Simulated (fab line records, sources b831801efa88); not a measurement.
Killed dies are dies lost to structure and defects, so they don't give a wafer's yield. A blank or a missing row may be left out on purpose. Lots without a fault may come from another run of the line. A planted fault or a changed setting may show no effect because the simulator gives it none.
One fault seen from 2 desks | flow sky130 | each desk has only its own numbers; what lay behind them comes last

THE METROLOGY DESK
What the gauges read, lot by lot, whatever tool the lot ran on: means of the sampled wafers that have a number. A lot is out of limits, marked OUT, if its mean lies more than 4 standard deviations from the usual mean; the brackets give that distance.
Columns: A = VT_ADJUST_HVTR_OVL at SKY_VT_ADJUST_HVTR_OVL_MEAS_08, usual 0.8 nm; B = VT_ADJUST_PCH_OVL at SKY_VT_ADJUST_PCH_OVL_MEAS_07, usual 0.3 nm
lot  | first seen here | A   | B
L484 | day 9 18:16     | 0.1 | 2.3
L487 | day 10 13:47    | 2.7 | 2.0
L488 | day 10 23:34    | 0.1 | 0.4
L491 | day 11 23:35    | 0.0 | -0.4
L492 | day 12 05:16    | 1.8 | 0.9
L496 | day 13 11:07    | 0.1 | -2.0
L499 | day 14 10:52    | 1.2 | 1.9
L501 | day 15 00:40    | 1.5 | -0.2
L502 | day 15 11:04    | 0.6 | 0.4
L504 | day 16 00:44    | 0.0 | -1.3
L505 | day 16 07:34    | 0.9 | 1.2
L506 | day 16 09:20    | 0.9 | -2.0
This desk's finding: nothing out of limits on any of the 12 lots.

THE TOOL OWNER'S DESK: litho_track-01
The tool's own readings at SKY_SONOS_ONO_COAT_08 (resist thk 1140 nm): means of the sampled wafers that have a number, for each lot that ran on this tool. A lot is out of limits, marked OUT, if its mean lies more than 4 standard deviations from the usual mean; the brackets give that distance.
Columns: A = dispense_pressure_kPa at SKY_SONOS_ONO_COAT_08, usual 53.1 kPa; B = spin_speed_rpm at SKY_SONOS_ONO_COAT_08, usual 3000.1 rpm
lot  | first seen here | A    | B
L484 | day 12 09:10    | 55.9 | 3000.9
L488 | day 13 19:08    | 55.8 | 2999.2
L491 | day 14 22:29    | 55.9 | 3001.5
L492 | day 15 03:20    | 55.8 | 2999.9
L499 | day 17 11:55    | 55.9 | 3004.9
L501 | day 18 05:32    | 55.9 | 2999.4
L504 | day 19 08:40    | 55.9 | 2998.5
L505 | day 19 12:29    | 55.9 | 3001.6
This desk's finding: nothing out of limits on any of the 8 lots.

PUT TOGETHER
The metrology desk saw nothing out of limits.
The tool owner's desk saw nothing out of limits.

WHAT THE SIMULATOR HAD PUT IN
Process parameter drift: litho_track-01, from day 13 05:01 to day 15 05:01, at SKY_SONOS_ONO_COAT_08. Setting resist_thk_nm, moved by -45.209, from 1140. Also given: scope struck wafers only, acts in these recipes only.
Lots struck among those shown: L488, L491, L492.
